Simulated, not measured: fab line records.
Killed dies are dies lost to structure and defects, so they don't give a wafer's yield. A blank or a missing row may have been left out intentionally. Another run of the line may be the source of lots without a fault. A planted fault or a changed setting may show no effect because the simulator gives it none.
Which tool did it?    flow gf180mcu    39 wafers from 13 lots sampled at 5 of the route's 602 steps

== WHAT THE GAUGES READ, wafer by wafer ==
GF_SALICIDE_RS_MEAS_04: measurement is done with a four-point probe. Usual: SALICIDE_TIN_RS gives 16.4 ohm/sq (standard deviation 0.33).
lot   measured      on             SALICIDE_TIN_RS (ohm/sq)  flag
L672  day 15 21:55  film metro-04  16.6 16.5 16.4            
L680  day 18 22:17  film metro-03  15.9 15.9 15.9            
L681  day 19 06:52  film metro-04  16.1 16.3 16.1            
L684  day 20 08:07  film metro-01  16.1 16.1 16.4            
L685  day 20 12:43  film metro-03  16.6 16.1 16.2            
L686  day 20 23:35  film metro-03  16.4 16.1 16.2            
L687  day 21 08:42  film metro-04  17.1 17.2 17.1            
L688  day 21 15:55  film metro-03  16.6 16.7 16.7            
L689  day 22 01:23  film metro-03  16.1 16.2 16.0            
L690  day 22 09:41  film metro-04  16.1 16.1 16.0            
L691  day 22 14:02  film metro-03  16.1 16.1 16.3            
L692  day 22 22:18  film metro-04  16.2 16.2 16.0            
L693  day 23 18:13  film metro-03  16.5 16.1 16.6            

GF_CONTACT_CD_MEAS_14 targets a cd of 220 nm. Usual: cd nm 219.5 nm, standard deviation 1.6.
lot   measured      on         cd nm (nm)         flag
L672  day 16 21:17  cd sem-01  219.9 220.3 220.8  
L680  day 19 23:49  cd sem-02  193.3 192.9 194.2  OFF
L681  day 20 08:26  cd sem-02  219.3 220.1 220.4  
L684  day 21 09:25  cd sem-02  221.0 221.4 220.4  
L685  day 21 13:46  cd sem-02  221.7 221.8 221.5  
L686  day 21 23:37  cd sem-02  220.1 220.6 220.7  
L687  day 22 09:16  cd sem-01  220.0 218.6 219.7  
L688  day 22 16:29  cd sem-01  215.4 217.0 216.8  
L689  day 23 01:40  cd sem-02  217.5 218.5 220.1  
L690  day 23 09:55  cd sem-02  220.7 221.4 220.8  
L691  day 23 13:58  cd sem-02  218.6 218.4 219.3  
L692  day 23 21:50  cd sem-02  220.2 218.6 219.5  
L693  day 24 16:40  cd sem-01  217.0 219.5 217.5  

== WHAT TOOL EACH LOT RAN ON (gives the tool, then ch and the chambers of the sampled wafers, and finally the start) ==
lot   GF_SALICIDE_RTA_06                GF_CONTACT_CMP_04              GF_CONTACT_EXPOSE_11
L672  rtp anneal-01 ch 0, day 15 22:05  cmp-01 ch 0,1,3, day 15 22:40  krf scanner-02 ch 0, day 16 10:05
L680  rtp anneal-01 ch 0, day 18 22:27  cmp-02 ch 0,3, day 18 23:09    krf scanner-02 ch 0, day 19 12:17
L681  rtp anneal-01 ch 0, day 19 07:03  cmp-02 ch 1,3, day 19 07:35    krf scanner-02 ch 0, day 19 20:25
L684  rtp anneal-02 ch 0, day 20 08:18  cmp-01 ch 1,2,3, day 20 08:58  krf scanner-01 ch 0, day 20 21:28
L685  rtp anneal-01 ch 0, day 20 12:54  cmp-01 ch 0,2,3, day 20 13:26  krf scanner-02 ch 0, day 21 02:00
L686  rtp anneal-02 ch 0, day 20 23:46  cmp-01 ch 0,2,3, day 21 00:24  krf scanner-02 ch 0, day 21 12:49
L687  rtp anneal-02 ch 0, day 21 08:52  cmp-01 ch 0,2,3, day 21 09:23  krf scanner-01 ch 0, day 21 21:44
L688  rtp anneal-02 ch 0, day 21 16:05  cmp-02 ch 0,3, day 21 16:35    krf scanner-02 ch 0, day 22 04:54
L689  rtp anneal-02 ch 0, day 22 01:34  cmp-02 ch 0,1,2, day 22 02:08  krf scanner-02 ch 0, day 22 14:28
L690  rtp anneal-01 ch 0, day 22 09:52  cmp-02 ch 0,2,3, day 22 10:23  krf scanner-01 ch 0, day 22 22:36
L691  rtp anneal-02 ch 0, day 22 14:13  cmp-01 ch 1,2,3, day 22 14:49  krf scanner-02 ch 0, day 23 02:34
L692  rtp anneal-02 ch 0, day 22 22:29  cmp-01 ch 0,1,2, day 22 23:01  krf scanner-02 ch 0, day 23 10:59
L693  rtp anneal-02 ch 0, day 23 18:23  cmp-01 ch 0,3, day 23 18:56    krf scanner-01 ch 0, day 24 05:46
- GF_SALICIDE_RTA_06: time 30 s.
- GF_CONTACT_CMP_04: polishes SiO2.
- GF_CONTACT_EXPOSE_11: exposes mask Contact, target cd 220 nm.

== AS READ BY THE TOOLS THEMSELVES (means over the sampled wafers that have a number; for cases with no such wafer, the mark the record gives instead) ==
GF_SALICIDE_RTA_06. Usual: lamp power pct 6.6 %, standard deviation 0.58; wafer_temp_C_max 532.1, standard deviation 0.6.
lot   tool           lamp power pct (%)  wafer_temp_C_max  flag
L672  rtp anneal-01  5.8                 531.6             
L680  rtp anneal-01  5.8                 531.8             
L681  rtp anneal-01  5.8                 531.6             
L684  rtp anneal-02  7.0                 532.3             
L685  rtp anneal-01  5.8                 531.6             
L686  rtp anneal-02  7.0                 532.5             
L687  rtp anneal-02  7.0                 532.8             
L688  rtp anneal-02  7.0                 531.8             
L689  rtp anneal-02  7.0                 532.1             
L690  rtp anneal-01  5.8                 531.7             
L691  rtp anneal-02  7.0                 532.5             
L692  rtp anneal-02  7.0                 532.7             
L693  rtp anneal-02  7.0                 532.1             

GF_CONTACT_CMP_04. Usual: edge zone pressure frac 1.000, standard deviation 0.0048; motor current A 12.3 A, standard deviation 0.96; time to endpoint s 113 s, standard deviation 8.
lot   tool    edge zone pressure frac  motor current A (A)  time to endpoint s (s)  flag
L672  cmp-01  1.000                    12.2                 129                     
L680  cmp-02  1.002                    11.2                 108                     
L681  cmp-02  1.004                    12.2                 109                     
L684  cmp-01  0.999                    13.0                 107                     
L685  cmp-01  1.003                    12.6                 109                     
L686  cmp-01  0.998                    12.1                 109                     
L687  cmp-01  1.002                    12.1                 111                     
L688  cmp-02  1.003                    11.5                 110                     
L689  cmp-02  1.000                    12.1                 111                     
L690  cmp-02  0.999                    11.8                 109                     
L691  cmp-01  1.002                    13.0                 110                     
L692  cmp-01  1.002                    12.0                 109                     
L693  cmp-01  0.995                    12.1                 112                     

== THE ANSWER, worked out from the rows above alone ==
Rule: lot off if the mean of its wafers having a number is beyond 3 standard deviations from the usual mean. Also off: a lot with no number at a reading for which 4 or more lots have one. All remaining lots with rows at the step are treated as sound. Order of review: gauges by route order, followed by the tools' own readings, for which a lot's mean as printed above is used. The first step at which some lot is off is used, and at that step the reading that is off furthest; a lot without a number counts as furthest.
Off, at GF_CONTACT_CD_MEAS_14 on cd nm: L680.
If a tool, at a process step before that reading, ran all the lots that are off and no sound lot after the first of them, it fits. Those tools and the gauges at GF_CONTACT_CD_MEAS_14 are tried in the same way. Not one of the candidates tried fits.

== WHAT WAS PUT IN BY THE SIMULATOR ==
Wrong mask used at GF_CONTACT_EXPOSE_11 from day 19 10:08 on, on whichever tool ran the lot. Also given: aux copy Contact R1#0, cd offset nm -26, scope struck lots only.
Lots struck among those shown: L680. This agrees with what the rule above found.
